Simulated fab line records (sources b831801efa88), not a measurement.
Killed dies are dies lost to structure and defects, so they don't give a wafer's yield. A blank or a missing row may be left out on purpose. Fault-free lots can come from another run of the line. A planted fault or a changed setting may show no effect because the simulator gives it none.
A lot that was struck, set against a sound lot -- flow sky130 -- 15 out of 708 route steps
Sound: these wafers, L329.1, L329.5, L329.6. Struck: wafers L342.2, L342.5, L342.6. The cause is named last.
Each step with rows lists, per side, the tool, then ch with its chambers, then its first start. Under that, the readings that differ: sound wafers -- struck wafers -- difference of the means -- sigmas: that difference in standard deviations of wafers without a fault.
alike: words and numbers the same on both sides, and readings whose means are apart by under 2 such deviations; not compared: readings that were withheld, readings missing a value for some wafer, numbers with overlapping values and no deviation given by the record, and bounds like >300 which may hide the same value.
The two part at a step that has a row with sigmas, a row that says differs or no value, or rows on one side only. Non-overlapping numbers with no deviation appear without sigmas and do not part them. A reading missing from all wafers of one side parts the sides only when that side holds two or more wafers.

first, 1 step without rows for these wafers: SKY_VT_ADJUST_HVTR_IMPLANT_09.
SKY_VT_ADJUST_HVTR_STRIP_10: strips in O2/N2.
  sound on plasma-asher-01 ch 0,1, day 11 00:15; struck on plasma-asher-02 ch 0,1, day 15 10:34
  alike: drypump-motor-current-A, oes-product-au, strip-time-to-endpoint-s
  not compared: rf-hours-counter-h
SKY_VT_ADJUST_HVTR_TW_MEAS_11:
  sound on film-metro-03, day 11 00:21; struck on film-metro-03, day 15 10:41
  alike: VT_ADJUST_HVTR_TW
then, 7 steps without rows for these wafers: SKY_VT_ADJUST_PCH_DEHYDRATE_00 (time 60 s); SKY_VT_ADJUST_PCH_HMDS_01 (prime time 60 s); SKY_VT_ADJUST_PCH_COAT_02 (resist thk 3000 nm); SKY_VT_ADJUST_PCH_SOFTBAKE_03; SKY_VT_ADJUST_PCH_EXPOSE_04 (exposes mask NWM, target cd 840 nm); SKY_VT_ADJUST_PCH_PEB_05; SKY_VT_ADJUST_PCH_DEVELOP_06 (develop time 60 s).
SKY_VT_ADJUST_PCH_OVL_MEAS_07:
  sound on overlay-02, day 12 00:16; struck on overlay-02, day 16 13:39
  alike: VT_ADJUST_PCH_OVL
then, 1 step without rows for these wafers: SKY_VT_ADJUST_PCH_IMPLANT_08.
SKY_VT_ADJUST_PCH_STRIP_09: strips in O2/N2.
  sound on plasma-asher-03 ch 0,1, day 12 00:27; struck on plasma-asher-04 ch 0,1, day 16 13:50
reading,sound,struck,difference,sigmas
oes-product-au (a.u.),0.722 0.718 0.733,0.685 0.677 0.676,-0.045,-8
strip-time-to-endpoint-s (s),37.02 37.05 37.01,41.12 41.08 41.07,+4.06,+42
  alike: drypump-motor-current-A
  not compared: rf-hours-counter-h
SKY_VT_ADJUST_PCH_TW_MEAS_10:
  sound on film-metro-01, day 12 00:33; struck on film-metro-04, day 16 13:56
reading,sound,struck,difference,sigmas
VT_ADJUST_PCH_TW,140.4 141.9 140.8,147.2 145.8 146.5,+5.5,+2
SKY_PAD_OPEN_PROBE_99:
  sound wafers here have rows in the record (prober-01, day 47 07:22); struck ones have none

== WHERE THEY PART ==
Earliest at SKY_VT_ADJUST_PCH_STRIP_09; latest, in this record, at SKY_PAD_OPEN_PROBE_99.

WHY: what had been put in by the simulator
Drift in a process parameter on plasma-asher-04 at SKY_VT_ADJUST_PCH_STRIP_09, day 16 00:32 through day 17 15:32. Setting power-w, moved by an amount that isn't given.
